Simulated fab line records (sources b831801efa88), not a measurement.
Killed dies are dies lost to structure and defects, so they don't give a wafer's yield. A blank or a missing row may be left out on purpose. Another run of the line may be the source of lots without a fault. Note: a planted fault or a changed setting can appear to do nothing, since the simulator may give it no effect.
2 desks looking at one fault    flow gf180mcu    every desk sees just its own numbers, and what lay behind them comes last

FROM THE METROLOGY DESK
What the gauges read, lot by lot, whatever tool the lot ran on: means of the sampled wafers that have a number. Any lot whose mean is over 4 standard deviations away from the usual mean is out of limits and marked OUT; that distance is given in the brackets.
Columns: A = CONTACT_W_RS at GF_CONTACT_RS_MEAS_25, usual 0.382 ohm/sq; B = CONTACT_W_THK at GF_CONTACT_THK_MEAS_26, usual 296 nm; C = M3_OVL at GF_M3_OVL_MEAS_15, usual 1 nm
lot   first seen here  A                B               C
L266  day 17 04:58     0.384            293             0
L268  day 18 02:38     0.386            294             6
L270  day 18 17:08     0.381            295             -6
L273  day 19 22:06     0.378            301             -7
L274  day 20 05:43     0.383            294             5
L276  day 21 03:07     0.377            299             1
L277  day 21 06:29     0.443 (+12) OUT  255 (-9.7) OUT  -1
L278  day 21 18:49     0.439 (+11) OUT  260 (-8.5) OUT  -6
L281  day 22 18:09     0.390            288             2
L284  day 23 16:26     0.386            296             3
L285  day 23 20:34     0.384            294             -3
L286  day 24 09:50     0.390            290             -6
Finding of this desk: L277, L278 out of limits, first seen on L277 at day 21 06:29 (CONTACT_W_RS at GF_CONTACT_RS_MEAS_25). In limits: L266, L268, L270, L273, L274, L276, L281, L284, L285, L286.

DESK OF THE TOOL OWNER: cvd-w-02
The tool's own readings at GF_CONTACT_CVD_24 (deposits W, target thk 300 nm, time 90.339 s): means of the sampled wafers that have a number, for each lot that ran on this tool. Any lot whose mean is over 4 standard deviations away from the usual mean is out of limits and marked OUT; that distance is given in the brackets.
Columns: A = chamber-pressure-Torr at GF_CONTACT_CVD_24, usual 40.01 Torr; B = heater-power-outer-w at GF_CONTACT_CVD_24, usual 555 W; C = heater-power-w at GF_CONTACT_CVD_24, usual 909 W; D = susceptor-temp-C at GF_CONTACT_CVD_24, usual 399.98 C
lot   first seen here  A      B    C    D
L270  day 18 17:02     39.99  555  927  399.75
L273  day 19 22:00     40.05  570  911  399.89
L276  day 21 02:59     40.03  608  981  400.04
L277  day 21 06:22     39.99  572  923  392.21 (-35) OUT
L278  day 21 18:43     40.03  528  866  392.14 (-36) OUT
Finding of this desk: L277, L278 out of limits; the first was L277 at day 21 06:22, on susceptor-temp-C at GF_CONTACT_CVD_24. In limits: L270, L273, L276.

PUT TOGETHER
The tool owner's desk could have raised an alarm at day 21 06:22, on L277, L278.
At day 21 06:29 the metrology desk could have sounded an alarm, on L277, L278.
GF_CONTACT_CVD_24 was run on cvd-w-02 by each of the lots named.

WHAT THE SIMULATOR HAD INSERTED
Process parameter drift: cvd-w-02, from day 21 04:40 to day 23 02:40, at GF_CONTACT_CVD_24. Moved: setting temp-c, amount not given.
Struck lots among those shown: L277, L278.
Time in hours from fault onset to the first out-of-limits reading at each desk: tool owner's desk 2, metrology desk 2.
